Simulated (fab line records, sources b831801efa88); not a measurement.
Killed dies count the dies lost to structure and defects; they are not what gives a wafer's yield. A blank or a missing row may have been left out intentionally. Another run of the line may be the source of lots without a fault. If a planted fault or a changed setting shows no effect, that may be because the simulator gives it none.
A struck lot beside a sound one || flow sfq-line || 21 steps out of a route of 325
Sound: the wafers L166.3, L166.4, L166.5. Struck: wafer L177.4 (left out: L177.2, L177.6 of the same lot, which were not struck); the cause appears at the end.
Per side, at each step with rows, come the tool, then ch with its chambers, and then its first start. Under that, the readings that differ: sound wafers || struck wafers || difference of the means || sigmas: that difference in standard deviations of wafers without a fault.
alike: words and numbers the same on both sides, and readings whose means are apart by under 2 such deviations; not compared: readings that were withheld, readings missing a value for some wafer, numbers with overlapping values and no deviation given by the record, and bounds like >300 which may hide the same value.
Wherever a step has rows on one side only, a row that says differs or no value, or a row with sigmas, the two part there. Non-overlapping numbers with no deviation appear without sigmas and do not part them. A reading missing from all wafers of one side parts the sides only when that side holds two or more wafers.

first, 3 steps without rows for these wafers: SFQ_TRILAYER_M2_LITHO_EXPOSE_058 (exposes mask M2, target cd 500 nm); SFQ_TRILAYER_M2_LITHO_PEB_060 (peb time 60 s); SFQ_TRILAYER_M2_LITHO_DEVELOP_059 (time 60 s).
SFQ_M2_OVL_MEAS_916:
  sound on overlay-01 at day 20 12:04; struck on overlay-02 at day 25 02:31
  alike: M2_OVL
then, 1 step without rows for these wafers: SFQ_TRILAYER_M2_BARC_OPEN_METAL_ETCH_077 (etches BARC in O2, target depth 125 nm, time 41.7 s).
SFQ_TRILAYER_M2_ETCH_METAL_ETCH_060: etches Nb in Cl2/Ar, stops on SiO2, target depth 240 nm, time 120 s.
  sound on rie-metal-02 ch 0,1, day 20 12:11; struck on rie-metal-01 ch 1, day 25 02:37
{"reading": "drypump-motor-current-A (A)", "sound": "5.56 5.74 5.74", "struck": 6.33, "difference": "+0.65", "sigmas": "+2"}
{"reading": "oes-product-au (a.u.)", "sound": "0.908 0.889 0.900", "struck": 0.868, "difference": -0.031, "sigmas": -3}
  not compared: rf-hours-counter-h
then, 2 steps without rows for these wafers: SFQ_TRILAYER_M2_STRIP_STRIP_061 (strips in O2); SFQ_TRILAYER_M2_STRIP_SOLV_CLEAN_062 (cleans in NMP, time 600 s).
SFQ_TRILAYER_I2_DEP_PECVD_063: deposits SiO2 from SiH4/N2O, time 111.11 s, target thk 500 nm.
  sound on pecvd-01 ch 0,1, day 20 13:03; struck on pecvd-01 ch 1, day 25 03:31
  alike: heater-power-w, throttle-valve-pct
SFQ_TRILAYER_I2_CMP_CMP_064: polishes SiO2.
  sound on cmp-01 ch 0,1,2, day 20 13:37; struck on cmp-02 ch 0, day 25 18:00
  alike: motor-current-A, retaining-ring-pressure-frac, time-to-endpoint-s
SFQ_I2_BOW_MEAS_917:
  sound on film-metro-03 at day 20 16:10; struck on film-metro-04 at day 25 20:31
  alike: I2_BOW
SFQ_TRILAYER_I2_METRO_MEASURE_065:
  sound on film-metro-03 at day 20 16:38; struck on film-metro-04 at day 25 20:49
  alike: thk-nm
SFQ_TRILAYER_I2_VIA_LITHO_COAT_072: resist thk 62 nm.
  sound on litho-track-01 ch 0, day 20 17:32; struck on litho-track-01 ch 0, day 25 21:52
{"reading": "model.BARC_of_TRILAYER_I2_VIA_LITHO_COAT_072.thk-nm (nm)", "sound": "62.04 62.32 62.19", "struck": 70.57, "difference": "+8.39", "sigmas": ""}
  alike: dispense-pressure-kPa, spin-speed-rpm
then, 5 steps without rows for these wafers: SFQ_TRILAYER_I2_VIA_LITHO_COAT_067 (resist thk 650 nm); SFQ_TRILAYER_I2_VIA_LITHO_SOFTBAKE_071; SFQ_TRILAYER_I2_VIA_LITHO_EXPOSE_068 (exposes mask I2, target cd 500 nm); SFQ_TRILAYER_I2_VIA_LITHO_PEB_070 (peb time 60 s); SFQ_TRILAYER_I2_VIA_LITHO_DEVELOP_069 (time 60 s).
-- the record jumps here: 3 days lie between the struck wafers' starts before and after --
SFQ_I2_OVL_MEAS_918:
  sound on overlay-02 at day 24 09:07; struck on overlay-02 at day 28 23:40
  alike: I2_OVL
SFQ_TRILAYER_I2_VIA_BARC_OPEN_VIA_ETCH_096: etches BARC in O2, target depth 125 nm, time 41.7 s.
  sound on rie-diel-03 ch 0,1, day 24 09:08; struck on rie-diel-01 ch 2, day 28 23:42
{"reading": "oes-product-au (a.u.)", "sound": "0.678 0.687 0.684", "struck": 0.735, "difference": "+0.052", "sigmas": "+11"}
{"reading": "model.etch.depth-nm (nm)", "sound": "62.04 62.32 62.19", "struck": 70.57, "difference": "+8.39", "sigmas": ""}
  alike: drypump-motor-current-A
  not compared: rf-hours-counter-h
SFQ_TRILAYER_I2_VIA_ETCH_VIA_ETCH_070: etches SiO2 in CHF3, stops on Nb, target depth 260 nm.
  sound on rie-diel-03 ch 0,1, day 24 09:11; struck on rie-diel-01 ch 2, day 28 23:44
  alike: drypump-motor-current-A, oes-product-au

## WHERE THEY PART
Last at SFQ_TRILAYER_I2_VIA_BARC_OPEN_VIA_ETCH_096 as far as this record goes, first at SFQ_TRILAYER_M2_ETCH_METAL_ETCH_060. Later steps at which nothing parts them and some readings are alike: SFQ_TRILAYER_I2_VIA_ETCH_VIA_ETCH_070.

WHY: what had been put in by the simulator
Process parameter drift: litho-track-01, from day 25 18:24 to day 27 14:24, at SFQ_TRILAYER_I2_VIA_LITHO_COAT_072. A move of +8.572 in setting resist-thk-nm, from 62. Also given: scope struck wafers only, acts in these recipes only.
